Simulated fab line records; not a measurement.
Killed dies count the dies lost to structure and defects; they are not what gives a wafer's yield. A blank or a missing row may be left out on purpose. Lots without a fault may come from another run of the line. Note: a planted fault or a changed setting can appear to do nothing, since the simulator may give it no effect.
fab line records -- flow sky130
record lots=12, wafers=35, last-day=50
route steps=708 shown NWELL@78 SONOS_ONO@183 RES_PROTECT@215 POLY_GATE@234 PAD_OPEN@708
lots that met no fault: from a run of the same line without faults
start-h: hours from the record's opening day to when the first of the lot's shown wafers began -- wait-h: hours from the lot's prior step to this one -- " same as the row above -- L1.1+2: several wafers, shown together as one row -- - value missing, or start not given -- * or withheld: withheld -- < > ~ a bound
route shown NAME@n: a module of which the file shows steps, and the number in the route of the first -- usual: mean/standard deviation taken from wafers without a fault -- same: alike in all rows -- chamber/n: place in a boat -- sites: each site's reading -- _std_site: standard deviation of those values -- _edge_site: the outer-site mean with the inner-site mean subtracted -- radius-mm: for every site, how far away it sits from the centre of the wafer -- mask NAME#n: copy n -- behind: tool/chamber where the wafer was last shaped -- hold: the reason the lot was held/the length of the hold in hours/how it ended -- device: which transistor (n, p or np) failed to switch -- end of line: the route-end tests of the same wafers -- a step given without rows: its recipe and nothing more -- killed: at the first sort, the dies lost to defects and structure; wafer yield is something else -- map: dies across one wafer; x = killed, . = not, _ = none there
set.NAME: the setting that was run; set.NAME@STEP: the one run at that earlier step -- model.NAME: the simulator's own value behind a step, which no gauge read
a sample of lots followed through the steps of the route, with each step as a table and each wafer as a row
services: when a tool's chamber went out of use (start-h, in hours from the record's first day, below 0 if earlier), for how many hours, and the reason
## steps
# step SKY_NWELL_STRIP_25
# recipe chemistry=O2/N2, power-w=1400, pressure-mtorr=1500, platen-temp-c=withheld, o2-flow-sccm=3000, n2-flow-sccm=300, overash-fraction=0.5
# usual drypump-motor-current-A=5.6/0.57, oes-product-au=0.722/0.0044, strip-time-to-endpoint-s=36.92/0.093
lot.wafer,tool,chamber,start-h,wait-h,drypump-motor-current-A,oes-product-au,rf-hours-counter-h,strip-time-to-endpoint-s
L642.1,plasma-asher-02,0,99.28,0.1,5.1,0.725,43,36.87
L642.3,plasma-asher-02,0,99.28,0.1,5.1,0.725,-,36.79
L642.5,plasma-asher-02,1,99.28,0.1,5.9,0.720,-,37.05
L643.3,plasma-asher-01,0,112.15,0.1,5.6,0.715,-,36.92
L643.4,plasma-asher-01,1,112.15,0.1,5.9,0.723,-,36.88
L643.5,plasma-asher-01,0,112.15,0.1,5.6,0.720,-,36.94
L648.1,plasma-asher-02,0,151.12,0.1,5.1,0.721,48,36.90
L648.2,plasma-asher-02,1,151.12,0.1,5.9,0.728,48,36.93
L648.6,plasma-asher-02,1,151.12,0.1,5.8,0.723,-,36.78
L649.1,plasma-asher-04,0,151.23,0.1,6.3,0.717,3,36.85
L649.4,plasma-asher-04,1,151.23,0.1,4.8,0.727,-,36.91
L649.6,plasma-asher-04,0,151.23,0.1,6.3,0.728,-,36.94
L651.1,plasma-asher-01,1,156.87,0.1,5.8,0.722,46,36.82
L651.2,plasma-asher-01,0,156.87,0.1,5.6,0.724,46,36.88
L651.6,plasma-asher-01,0,156.87,0.1,5.6,0.731,-,36.77
L658.4,plasma-asher-02,1,198.25,0.1,5.9,0.726,-,36.73
L658.5,plasma-asher-02,1,198.25,0.1,5.9,0.720,-,36.86
L658.6,plasma-asher-02,0,198.25,0.1,5.1,0.725,-,36.84
L659.4,plasma-asher-04,1,205.45,0.1,4.8,0.721,-,36.95
L659.5,plasma-asher-04,0,205.45,0.1,6.3,0.719,-,36.88
L660.3,plasma-asher-01,1,228.77,0.2,5.8,0.723,-,36.84
L660.4,plasma-asher-01,0,228.77,0.2,5.6,0.719,-,36.88
L660.6,plasma-asher-01,1,228.77,0.2,5.8,0.724,-,36.82
L661.2,plasma-asher-04,1,234.82,0.1,4.8,0.722,11,37.15
L661.4,plasma-asher-04,0,234.82,0.1,6.3,0.721,-,37.07
L661.5,plasma-asher-04,1,234.82,0.1,4.8,0.719,-,36.94
L662.1,plasma-asher-02,1,236.48,0.1,5.8,0.726,56,36.95
L662.4,plasma-asher-02,0,236.48,0.1,5.1,0.719,-,36.99
L662.6,plasma-asher-02,1,236.48,0.1,5.9,0.723,-,37.06
L663.1,plasma-asher-04,0,236.97,0.1,6.3,0.724,12,37.00
L663.4,plasma-asher-04,0,236.97,0.1,6.3,0.725,-,36.90
L663.6,plasma-asher-04,0,236.97,0.1,6.3,0.717,-,36.97
L664.3,plasma-asher-02,0,239.72,0.1,5.1,0.722,-,36.97
L664.4,plasma-asher-02,1,239.72,0.1,5.9,0.732,-,37.03
L664.5,plasma-asher-02,0,239.72,0.1,5.1,0.721,-,37.06
# step SKY_SONOS_ONO_ETCH_15
# recipe target-depth-nm=19.52, chemistry=CHF3/O2, source-w=600, bias-w=200, pressure-mtorr=40, chf3-flow-sccm=50, O2_flow_sccm=5, time-s=7.8
# usual chf3-flow-sccm=50.01/0.15, drypump-motor-current-A=5.7/0.43, oes-product-au=0.999/0.0069, rf-fwd-power-W=589/3.6, throttle-valve-pct=8.825/0.0094
lot.wafer,tool,chamber,start-h,wait-h,chf3-flow-sccm,drypump-motor-current-A,oes-product-au,rf-fwd-power-W,rf-hours-counter-h,throttle-valve-pct
L642.1,rie-diel-01,1,270.95,0.0,50.01,5.8,1.007,593,108,8.830
L642.3,rie-diel-01,3,270.95,0.0,50.04,6.1,1.003,589,78,8.828
L642.5,rie-diel-01,1,270.95,0.0,49.97,5.7,1.005,593,-,8.835
L643.3,rie-diel-03,1,286.74,0.0,50.07,5.3,1.003,587,49,8.821
L643.4,rie-diel-03,1,286.74,0.0,49.91,5.4,1.007,588,-,8.826
L643.5,rie-diel-03,0,286.74,0.0,49.91,5.4,0.989,592,-,8.831
L648.1,rie-diel-02,3,342.93,0.0,49.97,6.1,1.000,590,24,8.839
L648.2,rie-diel-02,1,342.93,0.0,50.11,6.3,1.011,587,90,8.818
L648.6,rie-diel-02,2,342.93,0.0,49.83,5.6,1.001,592,-,8.836
L649.1,rie-diel-03,0,343.05,0.0,49.86,5.5,1.005,594,13,8.829
L649.4,rie-diel-03,3,343.05,0.0,50.00,5.5,1.002,593,1,8.821
L649.6,rie-diel-03,0,343.05,0.0,49.83,5.4,0.990,596,-,8.821
L651.1,rie-diel-01,3,350.30,0.0,49.99,6.0,0.992,588,80,8.826
L651.2,rie-diel-01,1,350.30,0.0,50.13,5.8,0.981,593,109,8.811
L651.6,rie-diel-01,3,350.30,0.0,50.30,6.0,0.991,590,-,8.816
L658.4,rie-diel-02,1,407.80,0.0,49.76,6.3,0.993,587,91,8.813
L658.5,rie-diel-02,0,407.80,0.0,50.03,6.1,0.996,582,-,8.824
L658.6,rie-diel-02,3,407.80,0.0,50.02,6.1,0.992,593,-,8.841
L659.4,rie-diel-03,0,416.38,0.0,50.12,5.5,1.001,594,14,8.817
L659.5,rie-diel-03,0,416.38,0.0,49.94,5.4,0.998,593,-,8.824
L660.3,rie-diel-03,0,446.80,0.0,49.97,5.4,0.994,589,15,8.833
L660.4,rie-diel-03,1,446.80,0.0,49.79,5.3,0.998,587,52,8.829
L660.6,rie-diel-03,0,446.80,0.0,50.00,5.5,0.995,596,-,8.824
L661.2,rie-diel-02,3,455.75,0.0,50.04,6.1,0.997,591,26,8.819
L661.4,rie-diel-02,2,455.75,0.0,49.92,5.7,1.001,593,3,8.825
L661.5,rie-diel-02,0,455.75,0.0,50.00,6.2,0.995,588,-,8.816
L663.1,rie-diel-01,1,458.75,0.0,50.23,5.7,0.988,594,1,8.813
L663.4,rie-diel-01,1,458.75,0.0,50.09,5.7,0.988,593,-,8.816
L663.6,rie-diel-01,0,458.75,0.0,49.83,4.9,1.006,582,-,8.841
L662.1,rie-diel-03,3,459.40,0.0,50.04,5.5,1.007,593,3,8.827
L662.4,rie-diel-03,1,459.40,0.0,50.03,5.4,1.006,586,52,8.834
L662.6,rie-diel-03,0,459.40,0.0,50.17,5.5,0.996,594,-,8.813
L664.3,rie-diel-01,1,461.15,0.0,50.07,5.8,0.982,589,1,8.825
L664.4,rie-diel-01,0,461.15,0.0,50.07,4.9,1.003,583,-,8.826
L664.5,rie-diel-01,1,461.15,0.0,49.93,5.8,0.997,592,-,8.814
# step SKY_RES_PROTECT_TW_MEAS_08
# usual POLY_GATE_TW=4059/30
lot.wafer,tool,chamber,start-h,wait-h,POLY_GATE_TW
L642.1,film-metro-02,-,327.78,0.1,4041
L642.3,film-metro-02,-,327.78,0.1,4039
L642.5,film-metro-02,-,327.78,0.1,4012
L643.3,film-metro-04,-,343.77,0.1,4075
L643.4,film-metro-04,-,343.77,0.1,4084
L643.5,film-metro-04,-,343.77,0.1,4069
L649.1,film-metro-04,-,408.95,0.1,4084
L649.4,film-metro-04,-,408.95,0.1,4082
L649.6,film-metro-04,-,408.95,0.1,4093
L648.1,film-metro-01,-,409.10,0.1,4072
L648.2,film-metro-01,-,409.10,0.1,4060
L648.6,film-metro-01,-,409.10,0.1,4075
L651.1,film-metro-04,-,415.03,0.1,4109
L651.2,film-metro-04,-,415.03,0.1,4104
L651.6,film-metro-04,-,415.03,0.1,4097
L658.4,film-metro-01,-,473.86,0.1,4088
L658.5,film-metro-01,-,473.86,0.1,4075
L658.6,film-metro-01,-,473.86,0.1,4075
L659.4,film-metro-02,-,485.32,0.1,3999
L659.5,film-metro-02,-,485.32,0.1,4022
L660.3,film-metro-02,-,512.80,0.1,4003
L660.4,film-metro-02,-,512.80,0.1,4019
L660.6,film-metro-02,-,512.80,0.1,4021
L661.2,film-metro-02,-,522.46,0.1,4034
L661.4,film-metro-02,-,522.46,0.1,4017
L661.5,film-metro-02,-,522.46,0.1,4008
L663.1,film-metro-02,-,524.90,0.1,3996
L663.4,film-metro-02,-,524.90,0.1,4012
L663.6,film-metro-02,-,524.90,0.1,4008
L662.1,film-metro-04,-,525.58,0.1,4060
L662.4,film-metro-04,-,525.58,0.1,4075
L662.6,film-metro-04,-,525.58,0.1,4042
L664.3,film-metro-01,-,529.62,0.1,4085
L664.4,film-metro-01,-,529.62,0.1,4061
L664.5,film-metro-01,-,529.62,0.1,4057
# step SKY_POLY_GATE_OXIDATION_20
# recipe temp-c=850, ambient=O2, stabilise-s=600, purge-s=300, target-thk-a=40, ox-time-s=899
# usual spike-tc-top-C=865/4.1
lot.wafer,tool,chamber,start-h,wait-h,spike-tc-top-C
L642.1,furnace-02,0,362.84,3.9,859
L642.3,furnace-02,0,362.84,3.9,862
L642.5,furnace-02,0,362.84,3.9,862
L642.1,furnace-02,0,365.61,1.5,861
L642.3,furnace-02,0,365.61,1.5,858
L642.5,furnace-02,0,365.61,1.5,860
L643.3,furnace-01,0,376.38,3.2,869
L643.4,furnace-01,0,376.38,3.2,868
L643.5,furnace-01,0,376.38,3.2,869
L649.1,furnace-01,0,441.86,0.7,868
L649.4,furnace-01,0,441.86,0.7,870
L649.6,furnace-01,0,441.86,0.7,867
L649.1,furnace-02,0,443.28,0.2,859
L649.4,furnace-02,0,443.28,0.2,861
L649.6,furnace-02,0,443.28,0.2,861
L648.1,furnace-01,0,443.11,1.2,868
L648.2,furnace-01,0,443.11,1.2,868
L648.6,furnace-01,0,443.11,1.2,867
L651.1,furnace-02,0,448.15,0.5,861
L651.2,furnace-02,0,448.15,0.5,861
L651.6,furnace-02,0,448.15,0.5,861
L651.1,furnace-01,0,450.13,0.7,868
L651.2,furnace-01,0,450.13,0.7,868
L651.6,furnace-01,0,450.13,0.7,870
L658.4,furnace-01,0,506.47,0.0,871
L658.5,furnace-01,0,506.47,0.0,868
L658.6,furnace-01,0,506.47,0.0,868
L659.4,furnace-01,0,518.30,0.2,868
L659.5,furnace-01,0,518.30,0.2,868
L660.3,furnace-01,0,544.69,0.0,868
L660.4,furnace-01,0,544.69,0.0,868
L660.6,furnace-01,0,544.69,0.0,867
L661.2,furnace-02,0,555.23,0.5,862
L661.4,furnace-02,0,555.23,0.5,861
L661.5,furnace-02,0,555.23,0.5,861
L663.1,furnace-02,0,556.72,0.0,860
L663.4,furnace-02,0,556.72,0.0,860
L663.6,furnace-02,0,556.72,0.0,862
L662.1,furnace-01,0,557.57,0.0,868
L662.4,furnace-01,0,557.57,0.0,868
L662.6,furnace-01,0,557.57,0.0,869
L664.3,furnace-01,0,561.13,0.0,867
L664.4,furnace-01,0,561.13,0.0,868
L664.5,furnace-01,0,561.13,0.0,868
# step SKY_POLY_GATE_THK_MEAS_21
# recipe reads=SiO2_of_POLY_GATE_OXIDATION_20
# usual POLY_GATE_OXIDATION_THK=3.95/0.092
lot.wafer,tool,chamber,start-h,wait-h,POLY_GATE_OXIDATION_THK[nm]
L642.1,film-metro-02,-,366.85,0.0,6.71
L642.3,film-metro-02,-,366.85,0.0,6.55
L642.5,film-metro-02,-,366.85,0.0,6.45
L643.3,film-metro-03,-,377.65,0.0,4.03
L643.4,film-metro-03,-,377.65,0.0,3.96
L643.5,film-metro-03,-,377.65,0.0,4.03
L648.1,film-metro-02,-,444.36,0.0,4.01
L648.2,film-metro-02,-,444.36,0.0,3.90
L648.6,film-metro-02,-,444.36,0.0,3.93
L649.1,film-metro-03,-,444.58,0.1,6.39
L649.4,film-metro-03,-,444.58,0.1,6.50
L649.6,film-metro-03,-,444.58,0.1,6.42
L651.1,film-metro-02,-,451.39,0.0,6.38
L651.2,film-metro-02,-,451.39,0.0,6.35
L651.6,film-metro-02,-,451.39,0.0,6.32
L658.4,film-metro-01,-,507.75,0.0,3.91
L658.5,film-metro-01,-,507.75,0.0,3.92
L658.6,film-metro-01,-,507.75,0.0,4.01
L659.4,film-metro-02,-,519.58,0.0,3.91
L659.5,film-metro-02,-,519.58,0.0,3.96
L660.3,film-metro-02,-,546.00,0.1,3.93
L660.4,film-metro-02,-,546.00,0.1,3.88
L660.6,film-metro-02,-,546.00,0.1,3.87
L661.2,film-metro-02,-,556.49,0.0,4.07
L661.4,film-metro-02,-,556.49,0.0,4.13
L661.5,film-metro-02,-,556.49,0.0,4.05
L663.1,film-metro-02,-,557.97,0.0,4.05
L663.4,film-metro-02,-,557.97,0.0,3.93
L663.6,film-metro-02,-,557.97,0.0,3.94
L662.1,film-metro-01,-,558.82,0.0,3.86
L662.4,film-metro-01,-,558.82,0.0,3.85
L662.6,film-metro-01,-,558.82,0.0,3.89
L664.3,film-metro-01,-,562.40,0.0,3.78
L664.4,film-metro-01,-,562.40,0.0,3.92
L664.5,film-metro-01,-,562.40,0.0,3.88
# step SKY_PAD_OPEN_PROBE_99
# usual killed_at_M0_to_M3=43/7.4, killed_at_M4_up=3.1/1.8, killed-at-contacts=26/5.6, killed-at-front-end=15/4.9, killed-at-other=0.2/0.44, killed-dies=87/10, killed-open=48/7.6, killed-short=39/6.2
# same gross-dies=492, killed-at-back-side=0
lot.wafer,tool,chamber,start-h,wait-h,killed_at_M0_to_M3,killed_at_M4_up,killed-at-contacts,killed-at-front-end,killed-at-other,killed-dies,killed-open,killed-short
L642.3,prober-01,-,1063.91,0.2,47,5,25,23,0,100,57,43
L642.5,prober-01,-,1064.01,0.2,41,2,35,18,1,97,54,43
L649.1,prober-02,-,1122.56,0.1,32,6,31,21,0,90,46,44
L649.6,prober-02,-,1122.81,0.2,48,3,15,20,0,86,44,42
L651.1,prober-01,-,1125.57,0.1,42,4,23,12,0,81,42,39
# killed by level:class
L642.3 VIA1:geometric-particle:open=11 CONTACT:geometric-particle:open=10 VIA3:geometric-particle:open=9 LI_CONTACT:geometric-particle:open=7 FIELD_ISO:geometric-particle:short=6 VIA2:geometric-particle:open=6 FIELD_ISO:geometric-particle:open=5 CONTACT:geometric-particle:short=5
L642.5 CONTACT:geometric-particle:open=15 VIA1:geometric-particle:open=12 LOCAL_INTERCONNECT:geometric-particle:short=7 FIELD_ISO:geometric-particle:short=5 CONTACT:geometric-particle:short=5 VIA3:geometric-particle:open=5 POLY_GATE:geometric-particle:open=4 LI_CONTACT:geometric-particle:short=4
L649.1 CONTACT:geometric-particle:open=12 POLY_GATE:geometric-particle:short=8 LI_CONTACT:geometric-particle:open=7 VIA1:geometric-particle:open=7 FIELD_ISO:geometric-particle:short=5 LOCAL_INTERCONNECT:geometric-particle:short=5 VIA2:geometric-particle:open=5 METAL4:geometric-particle:short=5
L649.6 VIA1:geometric-particle:open=10 VIA2:geometric-particle:open=9 VIA3:geometric-particle:open=8 FIELD_ISO:geometric-particle:short=7 VIA1:geometric-particle:short=7 CONTACT:geometric-particle:open=7 LOCAL_INTERCONNECT:geometric-particle:short=4 VIA3:geometric-particle:short=4
L651.1 METAL1:geometric-particle:short=8 VIA2:geometric-particle:open=7 VIA1:geometric-particle:open=7 METAL2:geometric-particle:short=7 CONTACT:geometric-particle:open=6 LI_CONTACT:geometric-particle:open=5 FIELD_ISO:geometric-particle:open=4 LI_CONTACT:geometric-particle:short=4
## services
tool,chamber,start-h,hours,kind
rie-diel-03,2,81.37,15.0,repair
plasma-asher-02,-,87.62,2.6,repair
furnace-01,-,99.44,4.0,pm
furnace-02,-,103.72,3.8,pm
rie-diel-03,2,109.66,3.9,repair
furnace-01,-,124.23,3.2,pm
furnace-02,-,127.49,16.9,pm
rie-diel-03,1,167.30,3.9,repair
rie-diel-03,0,172.95,2.4,repair
plasma-asher-02,-,174.60,5.1,repair
rie-diel-03,1,202.07,5.2,repair
rie-diel-03,-,257.39,0.7,repair
furnace-02,-,267.88,3.3,pm
furnace-01,-,293.31,3.1,pm
rie-diel-03,-,310.81,15.6,pm
furnace-02,-,337.46,7.0,pm
furnace-01,-,355.71,16.6,pm
furnace-02,-,376.82,3.7,pm
furnace-01,-,382.18,2.6,pm
furnace-02,-,436.28,2.9,pm
furnace-01,-,460.34,4.6,pm
plasma-asher-02,-,471.75,1.2,repair
furnace-01,-,495.99,8.4,repair
furnace-02,-,510.42,10.5,pm
## key
first-sign step=SKY_POLY_GATE_OXIDATION_20, reading=visit, direction=added
effect step=SKY_POLY_GATE_THK_MEAS_21, reading=POLY_GATE_OXIDATION_THK, direction=up, sigmas=27, usual=3.95, struck=6.45
met-at SKY_POLY_GATE_OXIDATION_20
struck-lots L642,L649,L651
tester-left-out L642,L649,L651
not-acting-at SKY_NWELL_STRIP_25,SKY_SONOS_ONO_ETCH_15,SKY_RES_PROTECT_TW_MEAS_08
fault kind=repeated-step-whole, tool=furnace-01,furnace-02, chamber=-, onset-h=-, steps=SKY_POLY_GATE_OXIDATION_20, times=1, scope=struck-lots-only
# tester-left-out: of these lots the tester's yield and bins aren't shown, on N5 and GAA mostly nor the transistor test; their killed dies are dies lost to structure and defects alone, not to doping, threshold or leakage, so they don't give the yield
